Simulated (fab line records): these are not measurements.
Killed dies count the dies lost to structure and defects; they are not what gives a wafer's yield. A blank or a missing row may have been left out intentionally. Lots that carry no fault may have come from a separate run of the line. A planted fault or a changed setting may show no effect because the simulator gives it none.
One fault seen from 2 desks ; flow sky130 ; each desk has only its own numbers; what lay behind them comes last

== FROM THE METROLOGY DESK ==
Means of the sampled wafers that have a number, per lot and without regard to the tool the lot ran on: this is what the gauges read. A lot is out of limits, marked OUT, if its mean lies more than 4 standard deviations from the usual mean; the brackets give that distance.
Columns: A = VIA1_HDPCVD_THK at SKY_VIA1_THK_MEAS_01, usual 1026 nm; B = VIA1_W_RS at SKY_VIA1_RS_MEAS_22, usual 0.428 ohm/sq; C = VIA1_W_THK at SKY_VIA1_THK_MEAS_23, usual 263 nm; D = VIA2_HDPCVD_THK at SKY_VIA2_THK_MEAS_01, usual 1183 nm
lot;first seen here;A;B;C;D
L994;day 32 23:38;1021;0.424;266;1174
L995;day 33 07:35;1026;0.425;266;1207
L996;day 33 10:19;1021;0.465 (+5.8) OUT;241 (-4.5) OUT;1172
L107;day 37 04:32;1022;0.424;267;1191
L109;day 37 10:46;1027;0.429;263;1184
L111;day 38 07:09;1031;0.429;261;1184
L112;day 38 16:19;1026;0.428;260;1171
L113;day 38 20:28;1017;0.428;264;1169
L114;day 39 02:34;1020;0.424;265;1175
L116;day 39 13:32;1037;0.412;275;1195
Per this desk, out of limits: L996; the first was L996, day 34 14:43 (VIA1_W_RS at SKY_VIA1_RS_MEAS_22). L994, L995, L107, L109, L111, L112, L113, L114, L116: within limits.

== AT THE TOOL OWNER'S DESK: cvd_w-01 ==
The tool's own readings at SKY_VIA1_CVD_21 (deposits W, target thk 270 nm, time 80.902 s): means of the sampled wafers that have a number, for each lot that ran on this tool. A lot is out of limits, marked OUT, if its mean lies more than 4 standard deviations from the usual mean; the brackets give that distance.
Columns: A = heater_power_w at SKY_VIA1_CVD_21, usual 873 W
lot;first seen here;A
L994;day 34 03:31;812
L995;day 34 12:11;809
L996;day 34 14:37;818
L107;day 38 08:40;862
L109;day 38 14:24;821
L114;day 40 04:10;800
L116;day 40 16:04;819
Result from this desk: across the 7 lots, nothing is out of limits.

== PUT TOGETHER ==
L996 would have let the metrology desk raise an alarm at day 34 14:43.
The tool owner's desk saw nothing out of limits.
The tool owner's desk has L996 on record, within its limits.
SKY_VIA1_CVD_21 was run on cvd_w-01 by each of the lots named.

== WHAT THE SIMULATOR HAD PUT IN ==
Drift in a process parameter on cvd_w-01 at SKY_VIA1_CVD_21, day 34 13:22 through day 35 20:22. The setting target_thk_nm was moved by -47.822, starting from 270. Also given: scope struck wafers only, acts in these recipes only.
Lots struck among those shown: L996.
Time in hours between the start of the fault and the first out-of-limits reading at each desk: metrology desk, 1.
